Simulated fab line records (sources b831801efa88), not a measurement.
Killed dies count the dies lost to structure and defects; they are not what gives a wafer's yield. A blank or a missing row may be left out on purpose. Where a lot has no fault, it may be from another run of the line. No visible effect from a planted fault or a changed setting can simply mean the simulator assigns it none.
Code-filled problem report in 8D (eight disciplines) form	flow sky130	the parts of the form that need people (team, actions taken, sign-off) are left out

== 1. THE ISSUE ==
At SKY_NWELL_STRIP_14, strip-time-to-endpoint-s averages 23.88 s over 4 wafers from 2 lots, while fault-free wafers read 36.89 s, standard deviation 0.11. So: -99 or more standard deviations from the usual mean.
The step: strips in O2/N2.
First observed at day 8 03:46: wafer L846.2, on plasma-asher-01. The record holds 36 wafers of 12 lots with a number at this step. By rule, "out" or "out of limits" means more than 4 standard deviations away from the usual mean. All remaining wafers that have a number are taken as sound.

== 2. WHAT THIS IS AND IS NOT ==
question	is	is not
which readings at this step	strip-time-to-endpoint-s	drypump-motor-current-A, n2-flow-sccm, o2-flow-sccm, oes-product-au
which lots	L846, L847	L832, L835, L838, L840, L843, L844, L845, L849, L853, L854
which wafers of those lots	L846.2, L846.3, L847.2, L847.3	L846.6, L847.4
read on which tools	plasma-asher-01, plasma-asher-03	plasma-asher-02
when	from day 8 03:46	up to then (22 sound wafers); but 10 sound wafers of L847, L849, L853, L854 came after

== 3. WHAT RULES OUT EACH SUSPECT ==
Counting: any tool at a process step up to the reading remains a suspect provided it ran every lot that is out. Sound lots after the first of them don't rule it out here, since some wafers of a struck lot are sound.
- litho-track-04 at SKY_NWELL_COAT_05 (resist thk 3000 nm): kept. It ran every lot that is out, first L846 (day 7 16:33); its last sound lot up to then is L845 (day 7 10:45).
Left after counting: litho-track-04 at SKY_NWELL_COAT_05.

== 4. THE CAUSE (what the simulator had put in) ==
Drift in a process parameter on litho-track-04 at SKY_NWELL_COAT_05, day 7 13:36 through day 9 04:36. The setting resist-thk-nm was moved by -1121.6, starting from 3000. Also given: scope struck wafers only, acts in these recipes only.
This tool alone remained once counting was done.

== 5. SEQUENCE OF EFFECTS, ordered by route ==
Each row: a reading whose mean over the struck wafers that have a number lies more than 3 standard deviations from the usual. Scope: only readings with a usual standard deviation given in the record; hours: median across lots of the time from each lot's start at the first step in this table that gives one to its start at this step; sigmas: change in usual standard deviations.
hours	step	reading	usual	on struck wafers	change	sigmas
0	SKY_NWELL_STRIP_14	strip-time-to-endpoint-s	36.89 s	23.88	-13.01	-99 or more
It contains these process steps:
- SKY_NWELL_STRIP_14: strips in O2/N2.
Later measuring or inspecting steps at which every struck wafer that the step has a row for has a number for every such reading, and none has moved that far: SKY_VT_ADJUST_NCORE_CD_MEAS_07.

== 6. WHAT WOULD HAVE CAUGHT IT SOONER ==
First out-of-limits reading in this record: day 8 03:46, which is 14 hours after fault onset at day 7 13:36.
Tool readings at SKY_NWELL_COAT_05 with a usual standard deviation given in the record: none out on any struck wafer, hence no alarm at a limit of 4 standard deviations on them.
All the lots that are out (2) had begun SKY_NWELL_COAT_05 on litho-track-04 by day 8 03:46. None of them would have been spared by holding the tool at that moment.
